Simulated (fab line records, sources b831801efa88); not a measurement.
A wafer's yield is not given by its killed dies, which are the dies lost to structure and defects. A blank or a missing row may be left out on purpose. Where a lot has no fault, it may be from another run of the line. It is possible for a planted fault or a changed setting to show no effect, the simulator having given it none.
Matching of chambers + flow gf180mcu + cmp-01 running GF_V5_CMP_04: 4 sister chambers
The step polishes SiO2. 4 wafers are shown with their chamber, then 12 later ones without.

WAFERS WITH THEIR CHAMBER
| wafer  | chamber | motor-current-A (A) |
|--------|---------|---------------------|
| L087.3 | 1       | 11.4                |
| L092.3 | 0       | 13.7                |
| L092.4 | 3       | 11.9                |
| L092.5 | 2       | 11.4                |

WAFERS MISSING THEIR CHAMBER
| wafer  | motor-current-A (A) |
|--------|---------------------|
| L093.2 | 13.4                |
| L093.5 | 11.6                |
| L093.6 | 11.1                |
| L094.1 | 14.0                |
| L094.3 | 12.0                |
| L094.4 | 11.9                |
| L095.1 | 12.2                |
| L095.3 | 10.8                |
| L095.4 | 13.8                |
| L097.1 | 11.2                |
| L097.2 | 11.9                |
| L097.6 | 12.0                |

WHICH CHAMBER EACH WENT THROUGH
| wafer  | from the rows above          | in truth |
|--------|------------------------------|----------|
| L093.2 | 0                            | 0        |
| L093.5 | can't be placed: 1 or 2 or 3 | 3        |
| L093.6 | can't be placed: 1 or 2 or 3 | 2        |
| L094.1 | 0                            | 0        |
| L094.3 | can't be placed: 3 or 1 or 2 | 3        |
| L094.4 | can't be placed: 3 or 1 or 2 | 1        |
| L095.1 | can't be placed: 3 or 1 or 2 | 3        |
| L095.3 | can't be placed: 1 or 2 or 3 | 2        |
| L095.4 | 0                            | 0        |
| L097.1 | can't be placed: 1 or 2 or 3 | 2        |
| L097.2 | can't be placed: 3 or 1 or 2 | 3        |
| L097.6 | can't be placed: 3 or 1 or 2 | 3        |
Correctly placed: 3 of 12. From these rows, 9 cannot be placed; in 9 the true chamber is one of the candidates. Wrongly placed: 0.
How it was worked out, from the rows above alone: a wafer's distance from a chamber is the root of the sum, over the readings, of the square of ((its reading less the chamber's mean) divided by the reading's scatter). The wafer belongs to the nearest chamber; if the next one is less than 2 further off, it can't be placed. For every chamber, the mean is computed from those of its wafers that are shown. The scatter: root of mean squared gap, hidden wafer to nearest shown wafer, with one shown wafer a chamber.
